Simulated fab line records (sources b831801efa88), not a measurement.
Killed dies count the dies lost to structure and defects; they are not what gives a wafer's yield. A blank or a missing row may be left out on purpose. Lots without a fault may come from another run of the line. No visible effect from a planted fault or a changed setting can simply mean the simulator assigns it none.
Matching of chambers / flow gf180mcu / 4 sister chambers for GF_V1_CMP_04 on cmp-01
The step polishes SiO2. 15 wafers are shown with their chamber, then 7 later ones without.

## WAFERS PAIRED WITH THEIR CHAMBERS
wafer=L369.2; chamber=3; motor_current_A (A)=11.2; time_to_endpoint_s (s)=78
wafer=L369.5; chamber=3; motor_current_A (A)=11.3; time_to_endpoint_s (s)=83
wafer=L369.6; chamber=0; motor_current_A (A)=13.8; time_to_endpoint_s (s)=80
wafer=L372.1; chamber=1; motor_current_A (A)=12.7; time_to_endpoint_s (s)=80
wafer=L372.6; chamber=3; motor_current_A (A)=11.3; time_to_endpoint_s (s)=85
wafer=L374.3; chamber=3; motor_current_A (A)=12.0; time_to_endpoint_s (s)=80
wafer=L374.4; chamber=1; motor_current_A (A)=13.2; time_to_endpoint_s (s)=87
wafer=L385.1; chamber=0; motor_current_A (A)=13.8; time_to_endpoint_s (s)=75
wafer=L385.2; chamber=3; motor_current_A (A)=12.0; time_to_endpoint_s (s)=77
wafer=L385.4; chamber=2; motor_current_A (A)=13.8; time_to_endpoint_s (s)=81
wafer=L387.2; chamber=2; motor_current_A (A)=13.8; time_to_endpoint_s (s)=83
wafer=L387.3; chamber=3; motor_current_A (A)=11.7; time_to_endpoint_s (s)=79
wafer=L387.4; chamber=0; motor_current_A (A)=13.9; time_to_endpoint_s (s)=85
wafer=L389.1; chamber=0; motor_current_A (A)=14.0; time_to_endpoint_s (s)=83
wafer=L389.5; chamber=0; motor_current_A (A)=14.1; time_to_endpoint_s (s)=76

SIGNATURES (averages over the wafers above)
reading=motor_current_A; chamber 0=13.920; chamber 1=12.950; chamber 2=13.800; chamber 3=11.583; scatter within a chamber=0.28
reading=time_to_endpoint_s; chamber 0=79.80; chamber 1=83.50; chamber 2=82.00; chamber 3=80.33; scatter within a chamber=3.68
Rule: for a wafer and a chamber, the distance is found by dividing, reading by reading, the gap between the wafer's reading and the chamber's mean by the reading's scatter, squaring, summing and taking the root. If the next closest chamber is less than 2 further off than the closest, the wafer can't be placed; otherwise it belongs to the closest. The scatter: the root of (the sum of the squares of (reading less its chamber's mean) over the shown wafers, divided by (wafers less chambers)).

## WAFERS MISSING THEIR CHAMBER
wafer=L389.6; motor_current_A (A)=11.3; time_to_endpoint_s (s)=94
wafer=L390.2; motor_current_A (A)=11.8; time_to_endpoint_s (s)=82
wafer=L390.5; motor_current_A (A)=13.9; time_to_endpoint_s (s)=84
wafer=L390.6; motor_current_A (A)=11.9; time_to_endpoint_s (s)=90
wafer=L392.2; motor_current_A (A)=13.9; time_to_endpoint_s (s)=76
wafer=L392.3; motor_current_A (A)=11.9; time_to_endpoint_s (s)=80
wafer=L392.6; motor_current_A (A)=14.1; time_to_endpoint_s (s)=80

## WHICH CHAMBER EACH WENT THROUGH
wafer=L389.6; from the rows above=3; in truth=3
wafer=L390.2; from the rows above=3; in truth=3
wafer=L390.5; from the rows above=can't be placed: 2 or 0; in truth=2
wafer=L390.6; from the rows above=can't be placed: 3 or 1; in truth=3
wafer=L392.2; from the rows above=can't be placed: 0 or 2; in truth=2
wafer=L392.3; from the rows above=3; in truth=3
wafer=L392.6; from the rows above=can't be placed: 0 or 2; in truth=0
3 of 7 placed correctly. These rows do not allow placing 4 (true chamber among the candidates in 4). Wrongly placed: 0.
